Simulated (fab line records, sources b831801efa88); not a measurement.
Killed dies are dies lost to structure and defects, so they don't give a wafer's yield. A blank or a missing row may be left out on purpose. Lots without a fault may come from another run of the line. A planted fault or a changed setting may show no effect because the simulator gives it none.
A struck lot beside a sound one | flow sfq_line | 14 steps out of a route of 325
Sound: wafers L453.1, L453.3, L453.5. Struck: wafers L452.2, L452.3, L452.6. The cause comes at the end.
At each step with rows: each side's tool, then ch and its chambers, then its first start. Under that, the readings that differ: sound wafers | struck wafers | difference of the means | sigmas: that difference in standard deviations of wafers without a fault.
alike: readings whose means differ by less than 2 such deviations, and words and numbers that are the same on both sides. not compared: withheld readings, readings that some wafer has no value for, bounds like >300 that may hide the same value, and numbers for which the record gives no deviation and whose values overlap.
The two part at a step that has a row with sigmas, a row that says differs or no value, or rows on one side only. Numbers that don't overlap but have no deviation are shown without sigmas and don't part them. A reading that every wafer of one side lacks parts them only if that side has two wafers or more.

SFQ_M7_OVL_MEAS_945:
  sound on overlay-01, day 84 05:28; struck on overlay-01, day 84 04:17
  alike: M7_OVL
SFQ_TRILAYER_M7_BARC_OPEN_METAL_ETCH_229: etches BARC in O2, target depth 125 nm, time 41.7 s.
  sound on rie_metal-03 ch 0, day 84 05:31; struck on rie_metal-02 ch 0,1, day 84 04:19
  alike: drypump_motor_current_A, oes_product_au
  not compared: rf_hours_counter_h
SFQ_TRILAYER_M7_ETCH_METAL_ETCH_180: etches Nb in Cl2/Ar, stops on SiO2, target depth 240 nm, time 120 s.
  sound on rie_metal-03 ch 0, day 84 05:34; struck on rie_metal-02 ch 0,1, day 84 04:22
  alike: drypump_motor_current_A, oes_product_au
  not compared: rf_hours_counter_h
SFQ_TRILAYER_M7_STRIP_STRIP_181: strips in O2.
  sound on rie_metal-03 ch 0, day 84 05:41; struck on rie_metal-02 ch 0,1, day 84 04:29
  alike: drypump_motor_current_A, oes_product_au
  not compared: rf_hours_counter_h
then, 1 step without rows for these wafers: SFQ_TRILAYER_M7_STRIP_SOLV_CLEAN_182 (cleans in NMP, time 600 s).
SFQ_TRILAYER_I7_DEP_PECVD_183: deposits SiO2 from SiH4/N2O, time 111.11 s, target thk 500 nm.
  sound on pecvd-04 ch 0,1, day 84 06:28; struck on pecvd-03 ch 0,1, day 84 05:16
  alike: heater_power_w, throttle_valve_pct
SFQ_TRILAYER_I7_CMP_CMP_184: polishes SiO2.
  sound on cmp-02 ch 1,2,3, day 84 06:35; struck on cmp-01 ch 2,3, day 84 05:50
  alike: motor_current_A, retaining_ring_pressure_frac, slurry_filter_dp_kPa, time_to_endpoint_s
SFQ_I7_BOW_MEAS_946:
  sound on film_metro-04, day 84 09:35; struck on film_metro-01, day 84 08:22
  alike: I7_BOW
then, 4 steps without rows for these wafers: SFQ_TRILAYER_I7_METRO_MEASURE_185; SFQ_TRILAYER_I7_VIA_LITHO_COAT_192 (resist thk 62 nm); SFQ_TRILAYER_I7_VIA_LITHO_COAT_187 (resist thk 650 nm); SFQ_TRILAYER_I7_VIA_LITHO_SOFTBAKE_191.
SFQ_TRILAYER_I7_VIA_LITHO_EXPOSE_188: exposes mask I7, target cd 1000 nm.
  sound on krf_scanner-01 ch 0, day 84 14:30; struck on krf_scanner-01, day 84 10:44
  no value came back on the struck wafers for exposure_dose_mJ_cm2, focus_offset_nm (nm); on the sound wafers exposure_dose_mJ_cm2 reads 21.278 21.290 21.260
  alike: mask
then, 1 step without rows for these wafers: SFQ_TRILAYER_I7_VIA_LITHO_PEB_190 (peb time 60 s).

WHERE THEY PART
Only at SFQ_TRILAYER_I7_VIA_LITHO_EXPOSE_188, within this record.

WHY: what the simulator had put in
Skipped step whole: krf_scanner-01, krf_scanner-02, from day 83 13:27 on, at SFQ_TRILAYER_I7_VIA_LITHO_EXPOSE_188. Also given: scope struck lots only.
